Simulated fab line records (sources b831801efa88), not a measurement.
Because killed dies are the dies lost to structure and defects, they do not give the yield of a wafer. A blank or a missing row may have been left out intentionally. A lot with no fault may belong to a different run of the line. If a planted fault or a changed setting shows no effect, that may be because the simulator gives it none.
Lot-split experiment    flow gf180mcu    23 wafers read from 5 lots, route of 602 steps

SPLIT DETAILS
At GF_M1_SPUTTER_00 (material Ti, target thk 37.5 nm, time 150 s), the setting power_w was moved away from the recipe's 4000 W on 9 of the 23 wafers read, by -6.7% to +10.2%. For the rest of the wafers, this setting stayed at what the recipe calls for.

The split's own step is where the reading is taken.

THE READING
Ti_of_M1_SPUTTER_00.thk_nm (the simulator's own value, which no gauge read), in nm, at GF_M1_SPUTTER_00 (material Ti, target thk 37.5 nm, time 150 s). There is no usual value for it anywhere in the file. Across the 14 wafers here that went through the recipe, the average is 37.77 nm and the standard deviation 0.25 nm.

wafer   tool, chamber at the split  power_w as run, W  against the recipe  Ti_of_M1_SPUTTER_00.thk_nm, nm  against lot-mates on the recipe
L076.3  pvd_sputter-03, -           4000               recipe              37.92                           -
L076.4  pvd_sputter-03, -           4000               recipe              38.02                           -
L076.6  pvd_sputter-03, -           4000               recipe              37.8                            -
L075.1  pvd_sputter-02, -           4000               recipe              38.17                           -
L075.3  pvd_sputter-02, -           4408               +10.2%              41.68                           +3.56
L075.4  pvd_sputter-02, -           4000               recipe              38.06                           -
L075.5  pvd_sputter-02, -           4408               +10.2%              41.44                           +3.32
L075.6  pvd_sputter-02, -           4408               +10.2%              41.72                           +3.60
L079.2  pvd_sputter-02, -           4000               recipe              37.77                           -
L079.3  pvd_sputter-02, -           4000               recipe              37.31                           -
L079.4  pvd_sputter-02, -           4000               recipe              37.52                           -
L079.5  pvd_sputter-02, -           4000               recipe              37.4                            -
L079.6  pvd_sputter-02, -           4000               recipe              37.98                           -
L083.1  pvd_sputter-03, -           3733               -6.7%               35.67                           -2.16
L083.2  pvd_sputter-03, -           4000               recipe              37.74                           -
L083.3  pvd_sputter-03, -           3733               -6.7%               35.34                           -2.49
L083.5  pvd_sputter-03, -           3733               -6.7%               35.45                           -2.38
L083.6  pvd_sputter-03, -           4000               recipe              37.92                           -
L084.1  pvd_sputter-03, -           4000               recipe              37.52                           -
L084.2  pvd_sputter-03, -           4314               +7.9%               40.48                           +2.92
L084.3  pvd_sputter-03, -           4314               +7.9%               40.15                           +2.59
L084.4  pvd_sputter-03, -           4000               recipe              37.59                           -
L084.6  pvd_sputter-03, -           4314               +7.9%               40.25                           +2.69

FIT RESULTS
A straight line over all 23 wafers: Ti_of_M1_SPUTTER_00.thk_nm changes by +0.353 nm for each +1% of power_w; r = +0.99; the points scatter about the line by 0.26 nm.
The same after taking each lot's own level away (the mean of its wafers on the recipe; 23 wafers): +0.347 nm for each +1%; r = +1.00; scatter 0.16 nm.
According to that fit, moving power_w by its largest amount changes the reading by 3.5 nm.
Across the lots, their own levels run from 37.555 to 38.115 nm, a range of 2.2 times the standard deviation given above.
Consequently the slope shifts little with the lot-to-lot level, the two slopes agreeing.
Check: with one of the wafers moved furthest among these (+10.2%) left out of the fit, the line predicts +3.52 nm for it against its lot-mates. It came out at +3.56 nm against them.

THE OTHER SPLITS THESE WAFERS WENT THROUGH
Note: prior to the reading, these wafers also went through further splits. Each is held against what the fit with the lots' levels taken away leaves over:
other split on the same wafers         wafers away from the commonest value  r with Ti_of_M1_SPUTTER_00.thk_nm (lot level and that fit taken away)
GF_VT_IMPLANT_STRIP_31 pressure_mtorr  5                                     +0.02
GF_POLY_GATE_COAT_05 resist_thk_nm     10                                    +0.08
GF_POLY_GATE_ETCH_13 over_etch_frac    8                                     +0.14
GF_HV_LDD_DEVELOP_30 develop_time_s    8                                     -0.23
GF_HV_LDD_IMPLANT_48 energy_kev        4                                     -0.05
GF_CONTACT_CMP_04 leave_above_ref_nm   7                                     +0.25
GF_CONTACT_ETCH_16 source_w            3                                     +0.17

THE FILE'S OWN FIT
Ti_of_M1_SPUTTER_00.thk_nm changes by +0.347 nm for each +1% of power_w, r = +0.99.
